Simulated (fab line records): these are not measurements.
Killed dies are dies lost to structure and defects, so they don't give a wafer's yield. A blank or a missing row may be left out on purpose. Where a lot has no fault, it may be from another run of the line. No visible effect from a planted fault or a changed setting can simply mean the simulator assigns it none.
Which tool was responsible? :: flow sky130 :: 7 lots with 21 wafers sampled at 3 steps, on a route of 708 steps

WHAT EACH GAUGE READ, for each wafer
SKY_PWDE_TW_MEAS_10.
lot: L340
measured: day 4 10:13
on: film-metro-03
PWDE_TW: 374 377 375

lot: L343
measured: day 4 20:31
on: film-metro-02
PWDE_TW: 377 376 379

lot: L346
measured: day 5 11:40
on: film-metro-04
PWDE_TW: 374 373 372

lot: L351
measured: day 6 19:26
on: film-metro-04
PWDE_TW: 30 30 30

lot: L357
measured: day 8 00:59
on: film-metro-02
PWDE_TW: 382 378 381

lot: L360
measured: day 8 20:10
on: film-metro-03
PWDE_TW: 374 374 374

lot: L362
measured: day 9 04:44
on: film-metro-02
PWDE_TW: 381 381 379

TOOL THAT RAN EACH LOT (tool first, then ch and the chambers of the sampled wafers, then the start)
lot: L340
SKY_DNWELL_STRIP_08: plasma-asher-02 ch 0,1, day 3 18:02
SKY_PWDE_STRIP_09: plasma-asher-02 ch 0,1, day 4 10:08

lot: L343
SKY_DNWELL_STRIP_08: plasma-asher-04 ch 0, day 4 02:58
SKY_PWDE_STRIP_09: plasma-asher-02 ch 0,1, day 4 20:25

lot: L346
SKY_DNWELL_STRIP_08: plasma-asher-02 ch 0,1, day 4 18:32
SKY_PWDE_STRIP_09: plasma-asher-03 ch 0,1, day 5 11:34

lot: L351
SKY_DNWELL_STRIP_08: plasma-asher-04 ch 0,1, day 5 23:50
SKY_PWDE_STRIP_09: plasma-asher-03 ch 0,1, day 6 19:20

lot: L357
SKY_DNWELL_STRIP_08: plasma-asher-01 ch 0,1, day 7 05:01
SKY_PWDE_STRIP_09: plasma-asher-01 ch 0,1, day 8 00:53

lot: L360
SKY_DNWELL_STRIP_08: plasma-asher-02 ch 0,1, day 7 23:49
SKY_PWDE_STRIP_09: plasma-asher-02 ch 0,1, day 8 20:04

lot: L362
SKY_DNWELL_STRIP_08: plasma-asher-02 ch 0,1, day 8 07:26
SKY_PWDE_STRIP_09: plasma-asher-03 ch 0,1, day 9 04:38
- SKY_DNWELL_STRIP_08: strips in O2/N2.
- SKY_PWDE_STRIP_09: strips in O2/N2.

THE ANSWER, worked out from the rows above alone
Rule: the usual values come from the lots themselves. Put in order of their means at a reading, lots are off if they are a third of the lots or fewer, leave a main group of 4 or more, and stand apart from it by a gap of 3 or more times the standard deviation of the main group's means; of several such gaps the widest counts. If all means in a main group match to the digits the tables above print for the reading, that group is not used. Also off: a lot with no number at a reading for which 4 or more lots have one. All remaining lots with rows at the step are treated as sound.
Off: L351, at SKY_PWDE_TW_MEAS_10 (PWDE_TW). Mean 377 and standard deviation 2.9 in the main group.
A tool fits if, at a process step before that reading, it ran every lot that is off, and no sound lot after the first of them. Those tools and the gauges at SKY_PWDE_TW_MEAS_10 are tried in the same way. This does not decide it: 2 tools fit, namely plasma-asher-04 at SKY_DNWELL_STRIP_08 and film-metro-04 at SKY_PWDE_TW_MEAS_10.

WHAT HAD BEEN PUT IN BY THE SIMULATOR
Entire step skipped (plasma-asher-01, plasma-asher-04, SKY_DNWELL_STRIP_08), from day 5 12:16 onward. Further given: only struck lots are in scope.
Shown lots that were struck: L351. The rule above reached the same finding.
